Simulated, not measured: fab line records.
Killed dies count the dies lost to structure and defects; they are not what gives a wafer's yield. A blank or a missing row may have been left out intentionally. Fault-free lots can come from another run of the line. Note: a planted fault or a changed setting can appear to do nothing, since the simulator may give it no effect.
Which of the tools did it?	flow sky130	13 lots (39 wafers sampled), 1 step of a 708-step route

== WHAT EACH GAUGE READ, for each wafer ==
SKY_METAL4_OVL_MEAS_14. Usual: for METAL4_OVL the level is -2 nm and the standard deviation is 5.4.
lot	measured	on	METAL4_OVL (nm)	flag
L779	day 41 16:05	overlay-02	-4 9 -4	
L780	day 41 23:53	overlay-02	-2 -4 2	
L782	day 42 16:32	overlay-01	-10 -7 -8	
L783	day 42 23:09	overlay-02	-2 4 0	
L784	day 43 01:42	overlay-01	-9 3 1	
L785	day 43 12:56	overlay-02	0 -2 -8	
L787	day 44 00:49	overlay-01	-4 -7 3	
L788	day 44 09:32	overlay-02	-1 -14 -10	
L789	day 44 14:18	overlay-01	0 -11 -6	
L790	day 45 00:44	overlay-01	4 4 0	
L796	day 46 10:50	overlay-02	8 1 4	
L797	day 46 15:20	overlay-02	5 2 -14	
L802	day 47 15:57	overlay-01	0 -4 -5	

== WHICH TOOL RAN EACH LOT (tool, then ch and the chambers of the sampled wafers, then the start) ==
No process step before these readings appears in the record.

== WHAT THE TOOLS THEMSELVES READ (means of the sampled wafers that have a number; where no wafer has one, the mark that the record gives instead) ==
The record holds no such reading with a usual standard deviation.

== THE ANSWER, worked out from the rows above alone ==
Rule: a lot counts as off when the mean over its wafers that have a number is more than 3 standard deviations away from the usual mean. Also off: a lot with no number at a reading for which 4 or more lots have one. Any other lot the step has rows for is counted as sound. After the gauges, taken in route order, come the tools' own readings; for these a lot's mean is taken, as printed above. At the first step where some lot is off, the reading lying furthest off is the one used; lots without a number count as furthest.
No lot is off on any of the readings shown, so nothing can be concluded from this.

== WHAT THE SIMULATOR HAD INSERTED ==
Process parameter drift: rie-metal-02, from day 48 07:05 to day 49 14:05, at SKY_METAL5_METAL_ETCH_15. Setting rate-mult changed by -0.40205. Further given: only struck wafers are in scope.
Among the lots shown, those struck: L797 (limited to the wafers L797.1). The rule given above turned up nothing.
